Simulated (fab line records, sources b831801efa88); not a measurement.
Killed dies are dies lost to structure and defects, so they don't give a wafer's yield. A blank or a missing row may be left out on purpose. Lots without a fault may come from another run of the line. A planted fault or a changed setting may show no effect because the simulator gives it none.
Which tool did it? | flow sky130 | 9 lots, 27 wafers sampled, at 6 steps of a route of 708

WHAT THE GAUGES READ, wafer by wafer
SKY_VIA1_THK_MEAS_01. Usual: VIA1_HDPCVD_THK 1029 nm, standard deviation 12.
lot  | measured     | on            | VIA1_HDPCVD_THK (nm) | flag
L789 | day 33 10:42 | film_metro-04 | 1009 1013 1015       |
L792 | day 34 04:35 | film_metro-03 | 1026 1019 1022       |
L791 | day 34 07:04 | film_metro-03 | 1015 1018 1005       |
L795 | day 35 04:55 | film_metro-01 | 1040 1020 1037       |
L796 | day 35 07:48 | film_metro-01 | 1039 1012 1022       |
L804 | day 38 03:49 | film_metro-04 | 1020 1042 1037       |
L807 | day 39 01:01 | film_metro-03 | 1027 1029 1021       |
L809 | day 39 03:41 | film_metro-04 | 1046 1042 1052       |
L810 | day 39 13:40 | film_metro-04 | 1025 1030 1020       |

SKY_METAL2_RS_MEAS_05: measures by four-point-probe. Usual: METAL2_ALCU_RS 0.1264 ohm/sq, standard deviation 0.0016.
lot  | measured     | on            | METAL2_ALCU_RS (ohm/sq) | flag
L789 | day 34 16:07 | film_metro-02 | 0.1246 0.1235 0.1258    |
L792 | day 35 09:26 | film_metro-02 | 0.1269 0.1262 0.1274    |
L791 | day 35 11:49 | film_metro-02 | 0.1276 0.1284 0.1260    |
L795 | day 36 08:31 | film_metro-01 | 0.1248 0.1644 0.1254    | OFF
L796 | day 36 11:41 | film_metro-01 | 0.1249 0.1683 0.1701    | OFF
L804 | day 39 06:14 | film_metro-02 | 0.1262 0.1270 0.1261    |
L807 | day 40 03:10 | film_metro-01 | 0.1258 0.1260 0.1252    |
L809 | day 40 06:15 | film_metro-01 | 0.1241 0.1247 0.1261    |
L810 | day 40 16:17 | film_metro-03 | 0.1250 0.1217 0.1220    |

SKY_METAL2_THK_MEAS_06: measures by xrf. Usual: METAL2_ALCU_THK 251 nm, standard deviation 3.5.
lot  | measured     | on            | METAL2_ALCU_THK (nm) | flag
L789 | day 34 16:14 | film_metro-02 | 257 259 253          |
L792 | day 35 09:32 | film_metro-02 | 252 254 252          |
L791 | day 35 11:56 | film_metro-02 | 252 250 253          |
L795 | day 36 08:37 | film_metro-01 | 253 194 254          | OFF
L796 | day 36 11:47 | film_metro-01 | 252 190 188          | OFF
L804 | day 39 06:22 | film_metro-02 | 254 253 254          |
L807 | day 40 03:17 | film_metro-01 | 252 250 250          |
L809 | day 40 06:22 | film_metro-01 | 256 252 248          |
L810 | day 40 16:23 | film_metro-03 | 251 256 257          |

WHICH TOOL RAN EACH LOT (tool, then ch and the chambers of the sampled wafers, then the start)
lot  | SKY_METAL1_STRIP_20                  | SKY_METAL2_SPUTTER_00        | SKY_METAL2_SPUTTER_02
L789 | plasma_asher-02 ch 0,1, day 33 09:59 | pvd_sputter-04, day 34 15:58 | pvd_sputter-04, day 34 16:01
L792 | plasma_asher-02 ch 0,1, day 34 03:53 | pvd_sputter-04, day 35 09:14 | pvd_sputter-04, day 35 09:17
L791 | plasma_asher-02 ch 0,1, day 34 06:21 | pvd_sputter-01, day 35 11:40 | pvd_sputter-01, day 35 11:43
L795 | plasma_asher-02 ch 0,1, day 35 04:12 | pvd_sputter-01, day 36 08:21 | pvd_sputter-01, day 36 08:23
L796 | plasma_asher-02 ch 0,1, day 35 07:05 | pvd_sputter-01, day 36 11:31 | pvd_sputter-01, day 36 11:34
L804 | plasma_asher-01 ch 0, day 38 03:03   | pvd_sputter-01, day 39 06:06 | pvd_sputter-01, day 39 06:09
L807 | plasma_asher-03 ch 0,1, day 39 00:15 | pvd_sputter-01, day 40 03:02 | pvd_sputter-01, day 40 03:04
L809 | plasma_asher-02 ch 1, day 39 02:57   | pvd_sputter-01, day 40 06:07 | pvd_sputter-01, day 40 06:10
L810 | plasma_asher-03 ch 0,1, day 39 12:57 | pvd_sputter-03, day 40 16:07 | pvd_sputter-03, day 40 16:10
- SKY_METAL1_STRIP_20: strips in O2/N2.
- SKY_METAL2_SPUTTER_00: material Ti, target thk 15 nm, time 10 s.
- SKY_METAL2_SPUTTER_02: material AlCu, target thk 250 nm, time 13.3 s.

WHAT THE TOOLS THEMSELVES READ (means of the sampled wafers that have a number; where no wafer has one, the mark that the record gives instead)
SKY_METAL1_STRIP_20. Usual: chamber_pressure_mTorr 1499.9 mTorr, standard deviation 1.4; drypump_motor_current_A 5.94 A, standard deviation 0.27; oes_product_au 0.342 a.u., standard deviation 0.0049; strip_time_to_endpoint_s 2.67 s, standard deviation 0.031.
lot  | tool            | chamber_pressure_mTorr (mTorr) | drypump_motor_current_A (A) | oes_product_au (a.u.) | strip_time_to_endpoint_s (s) | flag
L789 | plasma_asher-02 | 1500.6                         | 5.90                        | 0.342                 | 2.66                         |
L792 | plasma_asher-02 | 1501.0                         | 5.90                        | 0.342                 | 2.70                         |
L791 | plasma_asher-02 | 1499.9                         | 5.98                        | 0.342                 | 2.64                         |
L795 | plasma_asher-02 | 1499.6                         | 5.99                        | 0.337                 | 2.68                         |
L796 | plasma_asher-02 | 1500.0                         | 5.98                        | 0.341                 | 2.68                         |
L804 | plasma_asher-01 | 1499.6                         | 6.13                        | 0.342                 | 2.71                         |
L807 | plasma_asher-03 | 1498.3                         | 5.77                        | 0.341                 | 2.66                         |
L809 | plasma_asher-02 | 1499.4                         | 6.10                        | 0.337                 | 2.66                         |
L810 | plasma_asher-03 | 1499.4                         | 5.78                        | 0.340                 | 2.64                         |

SKY_METAL2_SPUTTER_00. Usual: throttle_valve_pct 30.4 %, standard deviation 0.93.
lot  | tool           | throttle_valve_pct (%) | flag
L789 | pvd_sputter-04 | 30.3                   |
L792 | pvd_sputter-04 | 29.8                   |
L791 | pvd_sputter-01 | 29.6                   |
L795 | pvd_sputter-01 | 29.4                   |
L796 | pvd_sputter-01 | 29.6                   |
L804 | pvd_sputter-01 | 29.7                   |
L807 | pvd_sputter-01 | 29.3                   |
L809 | pvd_sputter-01 | 29.4                   |
L810 | pvd_sputter-03 | 31.4                   |

SKY_METAL2_SPUTTER_02. Usual: throttle_valve_pct 30.4 %, standard deviation 0.93.
lot  | tool           | throttle_valve_pct (%) | flag
L789 | pvd_sputter-04 | 30.1                   |
L792 | pvd_sputter-04 | 29.9                   |
L791 | pvd_sputter-01 | 29.6                   |
L795 | pvd_sputter-01 | 29.4                   |
L796 | pvd_sputter-01 | 29.9                   |
L804 | pvd_sputter-01 | 29.6                   |
L807 | pvd_sputter-01 | 29.5                   |
L809 | pvd_sputter-01 | 29.4                   |
L810 | pvd_sputter-03 | 31.3                   |

THE ANSWER, worked out from the rows above alone
Rule: a lot is off if the mean of its wafers that have a number lies more than 3 standard deviations from the usual mean. A lot without any number at a reading at which 4 lots or more have one is off too. The other lots that the step has rows for count as sound. The gauges are gone through in route order, then the tools' own readings, and for those a lot's mean is taken as printed above. The first step at which some lot is off is used, and at that step the reading that is off furthest; a lot without a number counts as furthest.
Off: L795, L796, at SKY_METAL2_RS_MEAS_05 (METAL2_ALCU_RS).
A tool fits if, at a process step before that reading, it ran every lot that is off, and no sound lot after the first of them. The gauges at SKY_METAL2_RS_MEAS_05 are tried like those tools. None of those tried fits.

WHAT THE SIMULATOR HAD PUT IN
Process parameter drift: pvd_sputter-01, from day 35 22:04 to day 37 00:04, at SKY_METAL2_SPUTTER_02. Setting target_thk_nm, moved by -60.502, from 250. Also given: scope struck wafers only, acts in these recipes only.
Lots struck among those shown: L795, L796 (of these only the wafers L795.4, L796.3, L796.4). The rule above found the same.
